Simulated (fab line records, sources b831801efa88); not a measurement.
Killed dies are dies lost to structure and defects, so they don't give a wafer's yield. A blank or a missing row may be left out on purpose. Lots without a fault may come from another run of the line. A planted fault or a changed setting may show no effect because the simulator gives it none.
Which tool did it? | flow gf180mcu | 24 lots, 72 wafers sampled, at 6 steps of a route of 602

WHAT THE GAUGES READ, wafer by wafer
GF_V1_RS_MEAS_24: measures by four-point-probe.
lot  | measured     | on            | V1_W_RS (ohm/sq)
L074 | day 18 02:29 | film_metro-03 | 0.327 0.323 0.332
L075 | day 19 05:22 | film_metro-03 | 0.330 0.330 0.328
L077 | day 19 14:16 | film_metro-04 | 0.329 0.333 0.329
L076 | day 19 18:25 | film_metro-02 | 0.329 0.334 0.330
L078 | day 20 01:24 | film_metro-04 | 0.332 0.335 0.334
L079 | day 20 12:34 | film_metro-02 | 0.329 0.334 0.329
L080 | day 20 13:52 | film_metro-04 | 0.332 0.329 0.331
L081 | day 21 04:22 | film_metro-02 | 0.330 0.328 0.333
L082 | day 21 13:22 | film_metro-04 | 0.337 0.330 0.336
L083 | day 22 01:18 | film_metro-03 | 0.335 0.334 0.333
L084 | day 22 03:10 | film_metro-02 | 0.320 0.327 0.324
L085 | day 22 12:52 | film_metro-03 | 0.331 0.329 0.332
L086 | day 22 15:38 | film_metro-02 | 0.329 0.327 0.328
L087 | day 22 23:41 | film_metro-02 | 0.327 0.331 0.323
L088 | day 23 07:48 | film_metro-03 | 0.331 0.327 0.335
L089 | day 23 17:37 | film_metro-02 | 0.330 0.333 0.333
L090 | day 23 23:36 | film_metro-03 | 0.334 0.332 0.335
L091 | day 24 05:32 | film_metro-02 | 0.334 0.332 0.329
L092 | day 24 18:56 | film_metro-04 | 0.330 0.328 0.328
L093 | day 24 23:11 | film_metro-04 | 0.326 0.329 0.327
L094 | day 25 10:36 | film_metro-02 | 0.332 0.328 0.334
L095 | day 25 17:44 | film_metro-04 | 0.331 0.330 0.328
L096 | day 25 20:32 | film_metro-04 | 0.335 0.331 0.333
L097 | day 26 01:58 | film_metro-04 | 0.332 0.334 0.329

GF_M4_OVL_MEAS_15.
lot  | measured     | on         | M4_OVL (nm)
L074 | day 23 08:32 | overlay-02 | 13 6 -2
L075 | day 24 09:23 | overlay-01 | -6 5 -10
L077 | day 24 17:02 | overlay-01 | -6 0 7
L076 | day 24 20:11 | overlay-02 | 0 -5 -3
L078 | day 25 02:55 | overlay-02 | 11 5 5
L079 | day 25 13:46 | overlay-01 | 3 0 4
L080 | day 25 15:16 | overlay-02 | 1 -5 -6
L081 | day 26 03:38 | overlay-02 | -2 -3 4
L082 | day 26 10:47 | overlay-01 | -6 -10 -1
L083 | day 26 22:13 | overlay-01 | 4 0 -9
L084 | day 26 22:55 | overlay-01 | -7 0 -10
L085 | day 27 07:19 | overlay-01 | 6 5 8
L086 | day 27 10:04 | overlay-02 | -2 0 -7
L087 | day 27 16:44 | overlay-01 | -4 -2 -11
L088 | day 28 01:22 | overlay-01 | -11 -16 -9
L089 | day 28 09:05 | overlay-02 | 6 7 0
L090 | day 28 13:40 | overlay-02 | -13 -14 -13
L091 | day 28 19:47 | overlay-01 | 7 4 -2
L092 | day 29 07:18 | overlay-02 | -2 5 -12
L093 | day 29 11:39 | overlay-01 | -14 2 -8
L094 | day 29 19:27 | overlay-02 | 1 -10 -13
L095 | day 30 04:17 | overlay-01 | -3 -7 -2
L096 | day 30 06:40 | overlay-02 | -8 -6 -4
L097 | day 30 10:50 | overlay-02 | 5 -5 -4

GF_M5_OVL_MEAS_08.
lot  | measured     | on         | M5_OVL (nm)
L074 | day 26 04:56 | overlay-01 | 12 8 10
L075 | day 27 04:40 | overlay-02 | 14 16 8
L077 | day 27 12:31 | overlay-01 | 10 2 0
L076 | day 27 15:17 | overlay-01 | 13 3 1
L078 | day 27 19:34 | overlay-02 | 0 -1 -3
L079 | day 28 05:56 | overlay-02 | 1 2 5
L080 | day 28 08:05 | overlay-01 | 0 5 4
L081 | day 28 20:29 | overlay-01 | 10 6 9
L082 | day 29 02:11 | overlay-01 | 5 3 9
L083 | day 29 11:59 | overlay-02 | 1 0 5
L084 | day 29 13:24 | overlay-02 | -2 8 2
L085 | day 29 21:33 | overlay-02 | 7 8 8
L086 | day 30 00:16 | overlay-02 | 2 3 5
L087 | day 30 06:01 | overlay-01 | -1 1 5
L088 | day 30 14:26 | overlay-01 | 3 4 5
L089 | day 30 22:04 | overlay-01 | 7 5 0
L090 | day 31 02:32 | overlay-01 | 0 5 0
L091 | day 31 07:49 | overlay-01 | 1 3 5
L092 | day 31 18:39 | overlay-02 | 10 16 5
L093 | day 31 20:51 | overlay-01 | 6 8 10
L094 | day 32 04:41 | overlay-02 | 8 14 6
L095 | day 32 11:59 | overlay-02 | 2 6 7
L096 | day 32 15:19 | overlay-02 | 2 -3 3
L097 | day 32 17:23 | overlay-01 | 2 8 4

WHICH TOOL RAN EACH LOT (tool, then ch and the chambers of the sampled wafers, then the start)
lot  | GF_V2_CVD_02                    | GF_M3_SPUTTER_03             | GF_V4_SPUTTER_21
L074 | pecvd-03 ch 2, day 19 04:08     | pvd_sputter-01, day 20 07:22 | pvd_sputter-04, day 24 08:59
L075 | pecvd-03 ch 0,2, day 20 07:41   | pvd_sputter-02, day 21 09:42 | pvd_sputter-04, day 25 09:35
L077 | pecvd-01 ch 0,1,2, day 20 15:38 | pvd_sputter-01, day 21 17:26 | pvd_sputter-03, day 25 17:13
L076 | pecvd-01 ch 1,2, day 20 20:12   | pvd_sputter-01, day 21 22:03 | pvd_sputter-02, day 25 20:20
L078 | pecvd-01 ch 0,1, day 21 02:53   | pvd_sputter-04, day 22 04:53 | pvd_sputter-02, day 26 02:24
L079 | pecvd-03 ch 0,2, day 21 13:47   | pvd_sputter-02, day 22 16:07 | pvd_sputter-04, day 26 12:35
L080 | pecvd-04 ch 0,1,2, day 21 15:25 | pvd_sputter-02, day 22 17:25 | pvd_sputter-02, day 26 14:10
L081 | pecvd-03 ch 0,1,2, day 22 05:38 | pvd_sputter-02, day 23 06:29 | pvd_sputter-04, day 27 02:54
L082 | pecvd-04 ch 0,1,2, day 22 14:31 | pvd_sputter-01, day 23 15:34 | pvd_sputter-02, day 27 09:29
L083 | pecvd-01 ch 0,1,2, day 23 01:38 | pvd_sputter-04, day 24 02:41 | pvd_sputter-04, day 27 20:00
L084 | pecvd-04 ch 0,1,2, day 23 03:39 | pvd_sputter-01, day 24 04:46 | pvd_sputter-04, day 27 21:31
L085 | pecvd-04 ch 1,2, day 23 13:10   | pvd_sputter-01, day 24 13:10 | pvd_sputter-04, day 28 05:11
L086 | pecvd-01 ch 0,2, day 23 16:03   | pvd_sputter-04, day 24 16:20 | pvd_sputter-03, day 28 08:13
L087 | pecvd-03 ch 0,1,2, day 24 00:14 | pvd_sputter-01, day 25 00:13 | pvd_sputter-04, day 28 14:15
L088 | pecvd-01 ch 1,2, day 24 08:28   | pvd_sputter-01, day 25 08:53 | pvd_sputter-02, day 28 23:22
L089 | pecvd-03 ch 0,1,2, day 24 17:11 | pvd_sputter-02, day 25 16:34 | pvd_sputter-03, day 29 06:32
L090 | pecvd-03 ch 1,2, day 24 22:35   | pvd_sputter-01, day 25 21:32 | pvd_sputter-04, day 29 12:01
L091 | pecvd-03 ch 0,1, day 25 04:56   | pvd_sputter-04, day 26 04:19 | pvd_sputter-02, day 29 17:35
L092 | pecvd-03 ch 0,1, day 25 18:37   | pvd_sputter-01, day 26 17:17 | pvd_sputter-03, day 30 04:48
L093 | pecvd-03 ch 0,1,2, day 25 21:12 | pvd_sputter-04, day 26 20:31 | pvd_sputter-03, day 30 08:23
L094 | pecvd-01 ch 0,1,2, day 26 08:30 | pvd_sputter-01, day 27 07:16 | pvd_sputter-04, day 30 16:10
L095 | pecvd-01 ch 1,2, day 26 15:41   | pvd_sputter-02, day 27 14:55 | pvd_sputter-02, day 31 00:32
L096 | pecvd-04 ch 0,1,2, day 26 19:04 | pvd_sputter-04, day 27 18:02 | pvd_sputter-02, day 31 02:53
L097 | pecvd-03 ch 1,2, day 26 23:55   | pvd_sputter-02, day 27 22:31 | pvd_sputter-03, day 31 06:53
- GF_V2_CVD_02: deposits SiO2 from TEOS, target thk 850 nm, time 94.851 s.
- GF_M3_SPUTTER_03: material Ti, target thk 10 nm, time 6.7 s.
- GF_V4_SPUTTER_21: material Ti, target thk 15 nm, time 80.02 s.

WHAT THE TOOLS THEMSELVES READ (means of the sampled wafers that have a number; where no wafer has one, the mark that the record gives instead)
GF_V2_CVD_02.
lot  | tool     | heater_power_w (W)
L074 | pecvd-03 | 458
L075 | pecvd-03 | 572
L077 | pecvd-01 | 699
L076 | pecvd-01 | 605
L078 | pecvd-01 | 713
L079 | pecvd-03 | 618
L080 | pecvd-04 | 605
L081 | pecvd-03 | 695
L082 | pecvd-04 | 596
L083 | pecvd-01 | 656
L084 | pecvd-04 | 593
L085 | pecvd-04 | 654
L086 | pecvd-01 | 718
L087 | pecvd-03 | 692
L088 | pecvd-01 | 574
L089 | pecvd-03 | 628
L090 | pecvd-03 | 553
L091 | pecvd-03 | 756
L092 | pecvd-03 | 754
L093 | pecvd-03 | 657
L094 | pecvd-01 | 631
L095 | pecvd-01 | 558
L096 | pecvd-04 | 632
L097 | pecvd-03 | 622

GF_M3_SPUTTER_03.
lot  | tool           | throttle_valve_pct (%)
L074 | pvd_sputter-01 | 30.3
L075 | pvd_sputter-02 | 28.9
L077 | pvd_sputter-01 | 29.9
L076 | pvd_sputter-01 | 30.5
L078 | pvd_sputter-04 | 30.0
L079 | pvd_sputter-02 | 30.5
L080 | pvd_sputter-02 | 30.8
L081 | pvd_sputter-02 | 30.5
L082 | pvd_sputter-01 | 31.0
L083 | pvd_sputter-04 | 30.1
L084 | pvd_sputter-01 | 30.8
L085 | pvd_sputter-01 | 30.5
L086 | pvd_sputter-04 | 31.3
L087 | pvd_sputter-01 | 31.1
L088 | pvd_sputter-01 | 30.4
L089 | pvd_sputter-02 | 29.9
L090 | pvd_sputter-01 | 30.1
L091 | pvd_sputter-04 | 31.3
L092 | pvd_sputter-01 | 29.9
L093 | pvd_sputter-04 | 30.8
L094 | pvd_sputter-01 | 30.7
L095 | pvd_sputter-02 | 30.5
L096 | pvd_sputter-04 | 31.1
L097 | pvd_sputter-02 | 30.2

GF_V4_SPUTTER_21.
lot  | tool           | throttle_valve_pct (%)
L074 | pvd_sputter-04 | 30.7
L075 | pvd_sputter-04 | 30.7
L077 | pvd_sputter-03 | 29.4
L076 | pvd_sputter-02 | 30.3
L078 | pvd_sputter-02 | 30.1
L079 | pvd_sputter-04 | 29.3
L080 | pvd_sputter-02 | 30.4
L081 | pvd_sputter-04 | 30.3
L082 | pvd_sputter-02 | 29.2
L083 | pvd_sputter-04 | 29.5
L084 | pvd_sputter-04 | 30.1
L085 | pvd_sputter-04 | 29.6
L086 | pvd_sputter-03 | 29.6
L087 | pvd_sputter-04 | 30.2
L088 | pvd_sputter-02 | 30.8
L089 | pvd_sputter-03 | 28.6
L090 | pvd_sputter-04 | 29.3
L091 | pvd_sputter-02 | 30.7
L092 | pvd_sputter-03 | 29.6
L093 | pvd_sputter-03 | 30.5
L094 | pvd_sputter-04 | 30.0
L095 | pvd_sputter-02 | 30.1
L096 | pvd_sputter-02 | 30.0
L097 | pvd_sputter-03 | 29.2

THE ANSWER, worked out from the rows above alone
Rule: what is usual is taken from the lots themselves. Put in order of their means at a reading, lots are off if they are a third of the lots or fewer, leave a main group of 4 or more, and stand apart from it by a gap of 3 or more times the standard deviation of the main group's means; of several such gaps the widest counts. A main group whose means are all the same, to the digits that the tables above print for the reading, isn't used. A lot without any number at a reading at which 4 lots or more have one is off too. The other lots that the step has rows for count as sound. The gauges are gone through in route order, then the tools' own readings, and for those a lot's mean is taken as printed above. The first step at which some lot is off is used, and at that step the reading that is off furthest; a lot without a number counts as furthest.
No lot is off at any reading shown: from this, nothing can be told.

WHAT THE SIMULATOR HAD PUT IN
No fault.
